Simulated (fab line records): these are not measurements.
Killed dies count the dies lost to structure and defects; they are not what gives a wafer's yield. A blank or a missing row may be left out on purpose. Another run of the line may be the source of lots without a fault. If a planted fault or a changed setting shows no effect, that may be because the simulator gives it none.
Code-filled problem report in 8D (eight disciplines) form    flow gf180mcu    the parts of the form that need people (team, actions taken, sign-off) are left out

1. THE ISSUE
Mean of developer temp C at GF_CONTACT_DEVELOP_13: 21.82 C across 6 wafers in 2 lots; on wafers with no fault it is 21.00 C (standard deviation 0.11). Relative to the usual mean, that is a shift of +7.5 standard deviations.
The step: develop time 60 s.
Earliest sighting: wafer L619.3 on litho track-02 at day 21 13:36. The record holds 42 wafers of 14 lots with a number at this step. The rule behind "out" and "out of limits": a value lying over 4 standard deviations away from the usual mean. Any other wafer with a number is counted as sound.

2. WHAT IT IS, WHAT IT ISN'T
question                     is                      is not
which readings at this step  developer temp C        chill plate temp C
which lots                   L619, L623              L605, L606, L607, L609, L611, L612, L613, L615, L616, L617, L618, L620
which wafers of those lots   all that have a number  -
read on which tools          litho track-02          litho track-01, litho track-04
when                         from day 21 13:36       up to then (33 sound wafers); but 3 sound wafers of L620 came after

3. THE SUSPECTS, EACH WITH WHAT RULES IT OUT
Counting: a tool at a process step up to the reading stays a suspect if it ran every lot that is out and no sound lot after the first of them.
- rie diel-03 at GF_SAB_ETCH_11 (etches SiO2 in C4F8/O2/Ar, target depth 55 nm, time 8.5 s): kept. All lots that are out passed through it, beginning with L619 at day 20 11:52, and no sound lot followed; its final sound lot before that point was L613 at day 18 11:16.
- litho track-02 at GF_CONTACT_DEVELOP_13 (develop time 60 s): kept. All lots that are out passed through it, beginning with L619 at day 21 13:36, and no sound lot followed; its final sound lot before that point was L617 at day 20 22:09. Its own readings are out on those wafers: developer temp C.
What counting leaves: rie diel-03 at GF_SAB_ETCH_11 and litho track-02 at GF_CONTACT_DEVELOP_13.

4. THE CAUSE (what the simulator had put in)
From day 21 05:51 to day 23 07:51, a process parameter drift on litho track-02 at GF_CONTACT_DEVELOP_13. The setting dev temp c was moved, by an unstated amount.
Counting left 2 suspects, and this tool is among them.

5. THE CHAIN OF EFFECTS, in route order
Each row: a reading whose mean over the struck wafers that have a number lies more than 3 standard deviations from the usual. Only readings whose record carries a usual standard deviation are examined. hours: median over the lots of the time between each lot's start at the first step of this table that gives one and its start at this step. sigmas: the change, counted in usual standard deviations.
hours  step                   reading           usual    on struck wafers  change  sigmas
0      GF_CONTACT_DEVELOP_13  developer temp C  21.00 C  21.82             +0.82   +7.5
Here are the process steps it includes:
- GF_CONTACT_DEVELOP_13: develop time 60 s.

6. HOW IT WOULD HAVE BEEN CAUGHT EARLIER
8 hours passed between the start of the fault at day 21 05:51 and the first reading out of limits in this record, taken at day 21 13:36.
